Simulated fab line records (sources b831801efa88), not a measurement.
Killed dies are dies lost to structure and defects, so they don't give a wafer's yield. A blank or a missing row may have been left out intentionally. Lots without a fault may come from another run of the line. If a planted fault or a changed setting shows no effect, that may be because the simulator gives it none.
Matching of chambers | flow sky130 | SKY_VIA1_ETCH_15 on rie_diel-03: 4 sister chambers
The step etches SiO2 in C4F8/O2/Ar, stops on TiN, target depth 351 nm, time 54 s. 4 wafers are shown with their chamber, then 9 later ones without.

EACH WAFER AND ITS CHAMBER
wafer  | chamber | oes_product_au (a.u.)
L083.1 | 0       | 0.986
L088.1 | 1       | 0.972
L088.3 | 3       | 0.978
L088.4 | 2       | 0.973

WAFERS MISSING THEIR CHAMBER
wafer  | oes_product_au (a.u.)
L089.2 | 0.983
L089.3 | 0.978
L089.4 | 0.978
L092.1 | 0.969
L092.2 | 0.977
L092.4 | 0.975
L095.1 | 0.977
L095.2 | 0.976
L095.3 | 0.976

WHICH CHAMBER EACH ONE RAN IN
wafer  | from the rows above          | in truth
L089.2 | can't be placed: 0 or 3      | 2
L089.3 | 3                            | 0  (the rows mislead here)
L089.4 | 3                            | 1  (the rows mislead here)
L092.1 | can't be placed: 1 or 2      | 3
L092.2 | can't be placed: 3 or 2      | 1
L092.4 | can't be placed: 2 or 1 or 3 | 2
L095.1 | can't be placed: 3 or 2      | 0
L095.2 | can't be placed: 3 or 2 or 1 | 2
L095.3 | can't be placed: 3 or 2 or 1 | 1
Correctly placed: 0 of 9. From these rows, 7 cannot be placed; in 3 the true chamber is one of the candidates. Number placed wrongly: 2.
How it was worked out, from the rows above alone: a wafer's distance from a chamber is the root of the sum, over the readings, of the square of ((its reading less the chamber's mean) divided by the reading's scatter). If the next closest chamber is less than 2 further off than the closest, the wafer can't be placed; otherwise it belongs to the closest. The mean given for a chamber averages the wafers shown for that chamber. The scatter: root of mean squared gap, hidden wafer to nearest shown wafer, with one shown wafer a chamber.
